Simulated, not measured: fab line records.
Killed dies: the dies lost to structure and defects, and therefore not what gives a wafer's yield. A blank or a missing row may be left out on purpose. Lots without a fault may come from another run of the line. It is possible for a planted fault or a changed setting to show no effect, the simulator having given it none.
fab line records | flow sky130
record: lots: 6 | wafers: 18 | last-day: 50
route steps=708 shown LI_CONTACT@371 PAD_OPEN@708
lots that met no fault: taken from a fault-free run of the same line
start-h: start of the lot's first displayed wafer, in hours after the record's first day | wait-h: hours since the lot's step before | " as in the row above | L1.1+2: a row that stands for several wafers | - value missing, or start not given | * or withheld: withheld | < > ~ a bound
route shown NAME@n: a module of which the file shows steps, and the number in the route of the first | usual: mean/standard deviation of fault-free wafers | same: alike in all rows | chamber/n: place in a boat | sites: per-site readings | _std_site: the values' standard deviation | _edge_site: mean of outer sites minus mean of inner sites | radius-mm: for every site, how far away it sits from the centre of the wafer | mask NAME#n: copy n | behind: the last tool/chamber to shape the wafer | hold: what put the lot on hold/how long, in hours/how the hold closed | device: the n, p or np transistor that did not switch | end of line: the tests these same wafers got at the end of their route | for a step that has no rows: nothing shown but its recipe | killed: dies that structure and defects cost at the first sort, which is not the same as the wafer's yield | map: dies across one wafer; x = killed, . = not, _ = none there
set.NAME: the run value of the setting; set.NAME@STEP: its run value at that earlier step | model.NAME: the simulator's own value behind a step, which no gauge read
certain route steps with their lots: each step a table, each wafer a row
services: when a tool's chamber went out of use (start-h, in hours from the record's first day, below 0 if earlier), for how many hours, and the reason
== steps ==
step: SKY_LI_CONTACT_EXPOSE_09
recipe: mask-id: LICM1 | na: 0.8 | source-shape: annular | sigma-inner: 0.55 | sigma-outer: 0.85 | target-cd-nm: 170 | dose-mj: 38
step: SKY_LI_CONTACT_PEB_10
recipe: peb-temp-c: withheld | peb-time-s: withheld | resist: KrF-thick
step: SKY_LI_CONTACT_DEVELOP_11
recipe: develop-time-s: 60 | resist: KrF-thick | dev-temp-c: 21
step: SKY_LI_CONTACT_CD_MEAS_12
recipe: target-cd-nm: 170
usual: cd-nm: 170.4/1.3
lot.wafer | tool      | chamber | start-h | wait-h | cd-nm
L286.2    | cd-sem-02 | -       | 702.72  | -      | 171.9
L286.4    | "         | -       | "       | "      | 170.5
L286.5    | "         | -       | "       | "      | 171.2
L293.1    | cd-sem-02 | -       | 767.67  | -      | 171.0
L293.2    | "         | -       | "       | "      | 170.0
L293.6    | "         | -       | "       | "      | 170.7
L294.2    | cd-sem-01 | -       | 770.14  | -      | 170.7
L294.5    | "         | -       | "       | "      | 172.6
L294.6    | "         | -       | "       | "      | 170.8
L300.1    | cd-sem-02 | -       | 813.05  | -      | 171.9
L300.5    | "         | -       | "       | "      | 170.9
L300.6    | "         | -       | "       | "      | 171.4
L304.1    | cd-sem-01 | -       | 836.00  | -      | 168.5
L304.2    | "         | -       | "       | "      | 168.0
L304.4    | "         | -       | "       | "      | 168.1
L305.1    | cd-sem-01 | -       | 845.02  | -      | 170.7
L305.3    | "         | -       | "       | "      | 170.8
L305.5    | "         | -       | "       | "      | 170.8
step: SKY_LI_CONTACT_OVL_MEAS_13
usual: LI_CONTACT_OVL: 2/4.9
lot.wafer | tool       | chamber | start-h | wait-h | LI_CONTACT_OVL[nm]
L286.2    | overlay-02 | -       | 702.83  | 0.1    | 7
L286.4    | "          | -       | "       | "      | -4
L286.5    | "          | -       | "       | "      | 0
L293.1    | overlay-02 | -       | 767.79  | 0.1    | -3
L293.2    | "          | -       | "       | "      | -1
L293.6    | "          | -       | "       | "      | 5
L294.2    | overlay-02 | -       | 770.25  | 0.1    | 6
L294.5    | "          | -       | "       | "      | 4
L294.6    | "          | -       | "       | "      | 3
L300.1    | overlay-01 | -       | 813.17  | 0.1    | 6
L300.5    | "          | -       | "       | "      | -5
L300.6    | "          | -       | "       | "      | 8
L304.1    | overlay-02 | -       | 836.12  | 0.1    | -3
L304.2    | "          | -       | "       | "      | 0
L304.4    | "          | -       | "       | "      | -2
L305.1    | overlay-01 | -       | 845.14  | 0.1    | 5
L305.3    | "          | -       | "       | "      | 2
L305.5    | "          | -       | "       | "      | -4
step: SKY_LI_CONTACT_ETCH_14
recipe: chemistry: N2/H2 | target: BARC | ion-energy-ev: 200 | source-w: 500 | bias-w: 101.1 | pressure-mtorr: 30 | n2-flow-sccm: 100 | h2-flow-sccm: 200 | stop-on: SiO2 | time-s: 45.9 | target-depth-a: 600
step: SKY_LI_CONTACT_ETCH_15
recipe: target: PSG | chemistry: C4F8/O2/Ar | stop-on: Si | taper-deg: 4.15 | mask-material: KrF-thick | source-w: 1500 | bias-w: 1200 | pressure-mtorr: 40 | c4f8-flow-sccm: withheld | O2_flow_sccm: 6 | Ar_flow_sccm: 300 | time-s: withheld | target-depth-a: 6000
usual: oes-product-au: 0.837/0.0047
lot.wafer | tool        | chamber | start-h | wait-h | oes-product-au
L286.2    | rie-diel-03 | 0       | 702.90  | 0.0    | 0.835
L286.4    | "           | 1       | "       | "      | 0.830
L286.5    | "           | 1       | "       | "      | 0.834
L293.1    | rie-diel-03 | 3       | 767.87  | 0.0    | 0.836
L293.2    | "           | 1       | "       | "      | 0.841
L293.6    | "           | 0       | "       | "      | 0.837
L294.2    | rie-diel-04 | 3       | 770.32  | 0.0    | 0.832
L294.5    | "           | 3       | "       | "      | 0.843
L294.6    | "           | 2       | "       | "      | 0.839
L300.1    | rie-diel-01 | 0       | 813.25  | 0.0    | 0.833
L300.5    | "           | 2       | "       | "      | 0.841
L300.6    | "           | 1       | "       | "      | 0.836
L304.1    | rie-diel-01 | 1       | 836.20  | 0.0    | 0.835
L304.2    | "           | 2       | "       | "      | 0.840
L304.4    | "           | 3       | "       | "      | 0.843
L305.1    | rie-diel-03 | 2       | 845.22  | 0.0    | 0.834
L305.3    | "           | 1       | "       | "      | 0.833
L305.5    | "           | 0       | "       | "      | 0.828
step: SKY_LI_CONTACT_STRIP_16
recipe: chemistry: O2/N2 | power-w: 1400 | pressure-mtorr: 1500 | platen-temp-c: withheld | o2-flow-sccm: 3000 | n2-flow-sccm: 300 | overash-fraction: 0.5
usual: drypump-motor-current-A: 5.6/0.36 | o2-flow-sccm: 3000/9.1 | oes-product-au: 0.376/0.0045 | strip-time-to-endpoint-s: 3.50/0.036
lot.wafer | tool            | chamber | start-h | wait-h | drypump-motor-current-A | o2-flow-sccm | oes-product-au | rf-hours-counter-h | strip-time-to-endpoint-s
L286.2    | plasma-asher-04 | 1       | 702.99  | -      | 5.0                     | 2988         | 0.374          | 94                 | 3.48
L286.4    | "               | 0       | "       | "      | 6.0                     | 3006         | 0.375          | -                  | 3.48
L286.5    | "               | 1       | "       | "      | 5.1                     | 3000         | 0.378          | -                  | 3.49
L293.1    | plasma-asher-03 | 1       | 767.95  | -      | 5.9                     | 3002         | 0.368          | 99                 | 3.44
L293.2    | "               | 0       | "       | "      | 5.1                     | 2993         | 0.376          | 99                 | 3.49
L293.6    | "               | 1       | "       | "      | 5.9                     | 2996         | 0.374          | -                  | 3.50
L294.2    | plasma-asher-01 | 0       | 770.41  | -      | 5.7                     | 2995         | 0.374          | 36                 | 3.53
L294.5    | "               | 0       | "       | "      | 5.7                     | 3001         | 0.378          | -                  | 3.56
L294.6    | "               | 1       | "       | "      | 5.6                     | 3000         | 0.371          | -                  | 3.54
L300.1    | plasma-asher-04 | 1       | 813.34  | -      | 5.0                     | 2989         | 0.384          | 7                  | 3.53
L300.5    | "               | 0       | "       | "      | 6.0                     | 3001         | 0.368          | -                  | 3.49
L300.6    | "               | 1       | "       | "      | 5.0                     | 2999         | 0.377          | -                  | 3.46
L304.1    | plasma-asher-03 | 0       | 836.29  | -      | 5.0                     | 2990         | 0.371          | 106                | 3.48
L304.2    | "               | 1       | "       | "      | 5.9                     | 2986         | 0.376          | 106                | 3.49
L304.4    | "               | 1       | "       | "      | 5.9                     | 2974         | 0.380          | -                  | 3.50
L305.1    | plasma-asher-03 | 1       | 845.31  | -      | 5.9                     | 3017         | 0.376          | 107                | 3.53
L305.3    | "               | 1       | "       | "      | 5.9                     | 2994         | 0.379          | -                  | 3.50
L305.5    | "               | 0       | "       | "      | 5.0                     | 3010         | 0.377          | -                  | 3.51
step: SKY_LI_CONTACT_CLEAN_17
recipe: chemistry: NMP | time-s: 600 | temp-c: 60 | dry: n2-spin
step: SKY_LI_CONTACT_PRE_CLEAN_18
recipe: gas: Ar | time-s: 5.6 | bias-v: 358
step: SKY_LI_CONTACT_SPUTTER_19
recipe: material: Ti | target-thk-nm: 20 | chamber-pressure-pa: 5 | power-w: 2500 | substrate-temp-c: 200 | time-s: 106.37
usual: chamber-pressure-pa: 5.001/0.01 | throttle-valve-pct: 30.1/0.79
same: time-s: 106.37
lot.wafer | tool           | chamber | start-h | wait-h | chamber-pressure-pa | throttle-valve-pct
L286.2    | pvd-sputter-04 | -       | 703.30  | 0.0    | 4.996               | 29.7
L286.4    | "              | -       | "       | "      | 5.009               | 29.0
L286.5    | "              | -       | "       | "      | 5.012               | 29.8
L293.1    | pvd-sputter-04 | -       | 768.27  | 0.0    | 4.999               | 29.5
L293.2    | "              | -       | "       | "      | 4.994               | 29.0
L293.6    | "              | -       | "       | "      | 4.994               | 30.0
L294.2    | pvd-sputter-03 | -       | 770.72  | 0.0    | 4.986               | 31.2
L294.5    | "              | -       | "       | "      | 5.007               | 30.2
L294.6    | "              | -       | "       | "      | 4.989               | 29.6
L300.1    | pvd-sputter-01 | -       | 813.81  | 0.0    | 5.012               | 31.7
L300.5    | "              | -       | "       | "      | 4.994               | 30.1
L300.6    | "              | -       | "       | "      | 5.003               | 30.9
L304.1    | pvd-sputter-04 | -       | 836.58  | 0.0    | 4.986               | 29.6
L304.2    | "              | -       | "       | "      | 5.014               | 29.0
L304.4    | "              | -       | "       | "      | 5.017               | 29.4
L305.1    | pvd-sputter-04 | -       | 845.60  | 0.0    | 4.977               | 30.3
L305.3    | "              | -       | "       | "      | 4.991               | 29.1
L305.5    | "              | -       | "       | "      | 5.000               | 29.6
step: SKY_LI_CONTACT_SPUTTER_20
recipe: material: TiN | target-thk-nm: 20 | chamber-pressure-pa: 4.86 | power-w: 4000 | time-s: 80
usual: chamber-pressure-pa: 4.861/0.0093 | throttle-valve-pct: 30.1/0.76
same: time-s: 80
lot.wafer | tool           | chamber | start-h | wait-h | chamber-pressure-pa | throttle-valve-pct
L286.2    | pvd-sputter-04 | -       | 703.37  | 0.0    | 4.867               | 29.8
L286.4    | "              | -       | "       | "      | 4.859               | 29.1
L286.5    | "              | -       | "       | "      | 4.860               | 29.6
L293.1    | pvd-sputter-04 | -       | 768.34  | 0.0    | 4.863               | 29.7
L293.2    | "              | -       | "       | "      | 4.854               | 28.8
L293.6    | "              | -       | "       | "      | 4.859               | 30.1
L294.2    | pvd-sputter-03 | -       | 770.79  | 0.0    | 4.868               | 31.4
L294.5    | "              | -       | "       | "      | 4.875               | 30.4
L294.6    | "              | -       | "       | "      | 4.862               | 29.5
L300.1    | pvd-sputter-01 | -       | 813.89  | 0.0    | 4.865               | 31.6
L300.5    | "              | -       | "       | "      | 4.870               | 30.2
L300.6    | "              | -       | "       | "      | 4.852               | 30.4
L304.1    | pvd-sputter-04 | -       | 836.66  | 0.0    | 4.868               | 29.3
L304.2    | "              | -       | "       | "      | 4.861               | 29.3
L304.4    | "              | -       | "       | "      | 4.869               | 29.0
L305.1    | pvd-sputter-04 | -       | 845.68  | 0.0    | 4.856               | 30.0
L305.3    | "              | -       | "       | "      | 4.847               | 29.1
L305.5    | "              | -       | "       | "      | 4.870               | 29.9
step: SKY_LI_CONTACT_CVD_21
recipe: material: W | target-thk-nm: 400 | time-s: 120.56 | temp-c: 400 | pressure-torr: 40
usual: heater-power-w: 788/69
lot.wafer | tool     | chamber | start-h | wait-h | heater-power-w | model.W_of_LI_CONTACT_CVD_21.thk-nm
L286.2    | cvd-w-01 | 1       | 703.43  | 0.0    | 750            | 388
L286.4    | "        | 0       | "       | "      | 942            | 399
L286.5    | "        | 0       | "       | "      | 911            | 395.2
L293.1    | cvd-w-01 | 1       | 768.40  | 0.0    | 747            | 393.4
L293.2    | "        | 0       | "       | "      | 919            | 397.6
L293.6    | "        | 0       | "       | "      | 913            | 400.1
L294.2    | cvd-w-01 | 0       | 770.85  | 0.0    | 908            | 440.2
L294.5    | "        | 1       | "       | "      | 725            | 432.6
L294.6    | "        | 0       | "       | "      | 901            | 437.3
L300.1    | cvd-w-01 | 0       | 813.95  | 0.0    | 940            | 441.4
L300.5    | "        | 1       | "       | "      | 744            | 429.6
L300.6    | "        | 0       | "       | "      | 916            | 437.5
L304.1    | cvd-w-02 | 1       | 836.72  | 0.0    | 782            | 406.4
L304.2    | "        | 0       | "       | "      | 735            | 389.8
L304.4    | "        | 0       | "       | "      | 732            | 388.9
L305.1    | cvd-w-02 | 0       | 845.74  | 0.0    | 730            | 390.6
L305.3    | "        | 0       | "       | "      | 741            | 391.3
L305.5    | "        | 0       | "       | "      | 729            | 393.8
step: SKY_LI_CONTACT_RS_MEAS_22
recipe: thk-meas-gauge: four-point-probe | reads: W_of_LI_CONTACT_CVD_21+TiN_of_LI_CONTACT_SPUTTER_20+Ti_of_LI_CONTACT_SPUTTER_19
usual: LI_CONTACT_W_RS: 0.286/0.0052
lot.wafer | tool          | chamber | start-h | wait-h | LI_CONTACT_W_RS[ohm/sq]
L286.2    | film-metro-02 | -       | 703.58  | 0.1    | 0.294
L286.4    | "             | -       | "       | "      | 0.285
L286.5    | "             | -       | "       | "      | 0.289
L293.1    | film-metro-01 | -       | 768.53  | 0.1    | 0.289
L293.2    | "             | -       | "       | "      | 0.286
L293.6    | "             | -       | "       | "      | 0.284
L294.2    | film-metro-04 | -       | 771.00  | 0.1    | 0.258
L294.5    | "             | -       | "       | "      | 0.262
L294.6    | "             | -       | "       | "      | 0.259
L300.1    | film-metro-02 | -       | 814.08  | 0.1    | 0.258
L300.5    | "             | -       | "       | "      | 0.265
L300.6    | "             | -       | "       | "      | 0.260
L304.1    | film-metro-02 | -       | 836.84  | 0.1    | 0.280
L304.2    | "             | -       | "       | "      | 0.292
L304.4    | "             | -       | "       | "      | 0.293
L305.1    | film-metro-04 | -       | 845.86  | 0.1    | 0.291
L305.3    | "             | -       | "       | "      | 0.291
L305.5    | "             | -       | "       | "      | 0.289
step: SKY_LI_CONTACT_THK_MEAS_23
recipe: thk-meas-gauge: xrf | reads: W_of_LI_CONTACT_CVD_21
usual: LI_CONTACT_W_THK: 402/9.3
lot.wafer | tool          | chamber | start-h | wait-h | LI_CONTACT_W_THK[nm]
L286.2    | film-metro-02 | -       | 703.69  | 0.1    | 388
L286.4    | "             | -       | "       | "      | 404
L286.5    | "             | -       | "       | "      | 398
L293.1    | film-metro-01 | -       | 768.65  | 0.1    | 405
L293.2    | "             | -       | "       | "      | 408
L293.6    | "             | -       | "       | "      | 412
L294.2    | film-metro-04 | -       | 771.11  | 0.1    | 445
L294.5    | "             | -       | "       | "      | 441
L294.6    | "             | -       | "       | "      | 448
L300.1    | film-metro-02 | -       | 814.20  | 0.1    | 441
L300.5    | "             | -       | "       | "      | 426
L300.6    | "             | -       | "       | "      | 435
L304.1    | film-metro-02 | -       | 836.96  | 0.1    | 402
L304.2    | "             | -       | "       | "      | 385
L304.4    | "             | -       | "       | "      | 382
L305.1    | film-metro-04 | -       | 845.98  | 0.1    | 403
L305.3    | "             | -       | "       | "      | 405
L305.5    | "             | -       | "       | "      | 407
step: SKY_LI_CONTACT_CMP_24
recipe: stop-on: PSG | t-overpolish-s: 20 | down-force-psi: 3.5 | platen-rpm: 60 | target-thk-nm: 0 | pad-velocity-m-s: 0.94248
usual: motor-current-A: 11.0/0.77 | time-to-endpoint-s: 96/3.9
lot.wafer | tool   | chamber | start-h | wait-h | motor-current-A | time-to-endpoint-s
L286.4    | cmp-02 | 2       | 703.74  | 0.0    | 10.0            | 94
L286.2    | "      | 1       | "       | "      | 11.8            | 93
L286.5    | "      | 3       | "       | "      | 10.7            | 96
L293.1    | cmp-02 | 0       | 768.76  | 0.1    | 11.9            | 96
L293.2    | "      | 1       | "       | "      | 11.9            | 95
L293.6    | "      | 0       | "       | "      | 12.0            | 99
L294.2    | cmp-01 | 3       | 771.26  | 0.1    | 11.3            | 105
L294.6    | "      | 1       | "       | "      | 12.1            | 105
L294.5    | "      | 2       | "       | "      | 9.6             | 106
L300.1    | cmp-01 | 1       | 814.31  | 0.1    | 11.8            | 99
L300.6    | "      | 0       | "       | "      | 11.0            | 101
L300.5    | "      | 1       | "       | "      | 11.6            | 101
L304.2    | cmp-02 | 2       | 837.07  | 0.1    | 10.6            | 93
L304.4    | "      | 3       | "       | "      | 10.6            | 94
L304.1    | "      | 0       | "       | "      | 12.4            | 104
L305.3    | cmp-01 | 2       | 846.09  | 0.1    | 9.9             | 94
L305.1    | "      | 0       | "       | "      | 10.4            | 91
L305.5    | "      | 2       | "       | "      | 10.0            | 94
step: SKY_PAD_OPEN_PROBE_99
usual: killed_at_M0_to_M3: 45/7.1 | killed_at_M4_up: 3.0/1.8 | killed-at-contacts: 24/5.4 | killed-at-front-end: 16/4.9 | killed-at-other: 0.3/0.63 | killed-dies: 88/11 | killed-open: 47/7.4 | killed-short: 40/7
same: gross-dies: 492 | killed-at-back-side: 0
lot.wafer | tool      | chamber | start-h | wait-h | killed_at_M0_to_M3 | killed_at_M4_up | killed-at-contacts | killed-at-front-end | killed-at-other | killed-dies | killed-open | killed-short
L286.2    | prober-02 | -       | 1094.52 | 0.1    | 34                 | 2               | 22                 | 21                  | 0               | 79          | 37          | 42
L286.4    | prober-02 | -       | 1094.62 | 0.2    | 42                 | 2               | 19                 | 11                  | 0               | 74          | 39          | 35
L286.5    | prober-02 | -       | 1094.67 | 0.2    | 44                 | 1               | 9                  | 19                  | 0               | 73          | 33          | 40
L300.1    | prober-02 | -       | 1173.20 | 0.1    | 63                 | 0               | 23                 | 16                  | 0               | 102         | 55          | 46
L300.5    | prober-02 | -       | 1173.40 | 0.2    | 60                 | 3               | 21                 | 19                  | 0               | 103         | 63          | 39
L300.6    | prober-02 | -       | 1173.45 | 0.2    | 56                 | 5               | 27                 | 16                  | 0               | 104         | 59          | 45
L305.1    | prober-01 | -       | 1194.22 | 0.1    | 41                 | 2               | 23                 | 13                  | 0               | 79          | 37          | 42
L305.3    | prober-01 | -       | 1194.32 | 0.2    | 26                 | 3               | 28                 | 17                  | 0               | 74          | 38          | 36
L305.5    | prober-01 | -       | 1194.42 | 0.2    | 51                 | 1               | 22                 | 6                   | 1               | 81          | 48          | 33
killed by level:class
L286.2 LI_CONTACT:geometric-particle:open=8 LOCAL_INTERCONNECT:geometric-particle:short=7 POLY_GATE:geometric-particle:open=6 VIA2:geometric-particle:open=6 VIA3:geometric-particle:short=5 VIA1:geometric-particle:short=5 FIELD_ISO:geometric-particle:short=4 CONTACT:geometric-particle:open=4
L286.4 VIA1:geometric-particle:open=10 VIA3:geometric-particle:open=8 CONTACT:geometric-particle:open=6 METAL1:geometric-particle:short=6 METAL2:geometric-particle:short=6 LI_CONTACT:geometric-particle:open=5 POLY_GATE:geometric-particle:open=4 CONTACT:geometric-particle:short=4
L286.5 METAL1:geometric-particle:short=7 VIA1:geometric-particle:open=6 VIA1:geometric-particle:short=6 VIA2:geometric-particle:open=6 POLY_GATE:geometric-particle:short=5 VIA2:geometric-particle:short=5 POLY_GATE:geometric-particle:open=4 SPACER:geometric-particle:open=4
L300.1 VIA1:geometric-particle:open=15 VIA2:geometric-particle:open=11 CONTACT:geometric-particle:open=7 VIA1:geometric-particle:short=7 METAL2:geometric-particle:short=6 LI_CONTACT:geometric-particle:open=5 LOCAL_INTERCONNECT:geometric-particle:short=5 METAL1:geometric-particle:short=5
L300.5 VIA1:geometric-particle:open=19 VIA2:geometric-particle:open=12 POLY_GATE:geometric-particle:open=7 CONTACT:geometric-particle:open=6 VIA1:geometric-particle:short=6 VIA2:geometric-particle:short=5 LI_CONTACT:geometric-particle:open=5 METAL1:geometric-particle:short=4
L300.6 VIA2:geometric-particle:open=13 LI_CONTACT:geometric-particle:open=12 VIA1:geometric-particle:open=10 CONTACT:geometric-particle:short=7 VIA1:geometric-particle:short=6 METAL3:geometric-particle:short=6 VIA3:geometric-particle:open=6 POLY_GATE:geometric-particle:open=5
L305.1 CONTACT:geometric-particle:short=11 VIA2:geometric-particle:open=10 CONTACT:geometric-particle:open=8 METAL2:geometric-particle:short=6 VIA1:geometric-particle:open=5 FIELD_ISO:geometric-particle:short=4 VIA2:geometric-particle:short=4 VIA3:geometric-particle:short=4
L305.3 LI_CONTACT:geometric-particle:open=8 CONTACT:geometric-particle:short=7 FIELD_ISO:geometric-particle:short=6 VIA1:geometric-particle:open=6 VIA3:geometric-particle:open=6 LOCAL_INTERCONNECT:geometric-particle:short=5 CONTACT:geometric-particle:open=5 FIELD_ISO:geometric-particle:open=4
L305.5 CONTACT:geometric-particle:open=11 VIA3:geometric-particle:open=11 VIA1:geometric-particle:open=8 METAL2:geometric-particle:short=7 VIA2:geometric-particle:open=6 LI_CONTACT:geometric-particle:open=5 VIA2:geometric-particle:short=5 CONTACT:geometric-particle:short=4
== services ==
tool            | chamber | start-h | hours | kind
cvd-w-02        | 0       | 684.31  | 6.8   | repair
cmp-01          | -       | 696.18  | 4.2   | pm
cmp-01          | -       | 708.17  | 10.3  | repair
rie-diel-03     | -       | 723.28  | 0.9   | repair
cmp-01          | -       | 736.27  | 1.6   | repair
cmp-01          | -       | 738.17  | 0.7   | repair
cvd-w-01        | -       | 741.47  | 2.8   | pm
cmp-01          | -       | 744.00  | 4.0   | pm
rie-diel-03     | 1       | 749.67  | 1.2   | repair
plasma-asher-03 | -       | 752.68  | 1.3   | repair
cmp-02          | -       | 754.07  | 1.5   | repair
pvd-sputter-04  | -       | 756.06  | 1.0   | repair
pvd-sputter-04  | -       | 769.78  | 1.7   | repair
cmp-02          | -       | 774.28  | 4.3   | pm
cmp-02          | -       | 788.82  | 0.9   | repair
rie-diel-03     | 1       | 797.27  | 2.6   | repair
pvd-sputter-04  | -       | 798.26  | 5.9   | repair
rie-diel-03     | -       | 805.66  | 0.3   | repair
pvd-sputter-04  | -       | 811.54  | 4.9   | repair
pvd-sputter-04  | -       | 816.81  | 1.2   | repair
cvd-w-01        | -       | 817.99  | 1.9   | repair
cvd-w-01        | 0       | 821.27  | 12.9  | repair
cmp-02          | -       | 824.78  | 1.7   | repair
cmp-02          | -       | 845.78  | 6.2   | repair
== key ==
first-sign: step: SKY_LI_CONTACT_RS_MEAS_22 | reading: LI_CONTACT_W_RS | direction: down | sigmas: 4.9 | usual: 0.286 | struck: 0.260
effect: step: SKY_LI_CONTACT_THK_MEAS_23 | reading: LI_CONTACT_W_THK | direction: up | sigmas: 4.1 | usual: 402 | struck: 440
model-effect: step: SKY_LI_CONTACT_CVD_21 | value: W_of_LI_CONTACT_CVD_21.thk-nm | without: 397.2 | struck: 436.4
met-at SKY_LI_CONTACT_CVD_21
struck-wafers L294.2,L294.5,L294.6,L300.1,L300.5,L300.6
tester-left-out L294,L300
onset-between 768.40 770.85
fault: kind: process-parameter-drift | tool: cvd-w-01 | chamber: - | onset-h: 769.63 | steps: SKY_LI_CONTACT_CVD_21 | channel: target-thk-nm | offset: 39.087 | shape: step | end-h: 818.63 | acts-in: these-recipes-only | stated: 400
tester-left-out: of these lots the tester's yield and bins aren't shown, on N5 and GAA mostly nor the transistor test; their killed dies are dies lost to structure and defects alone, not to doping, threshold or leakage, so they don't give the yield
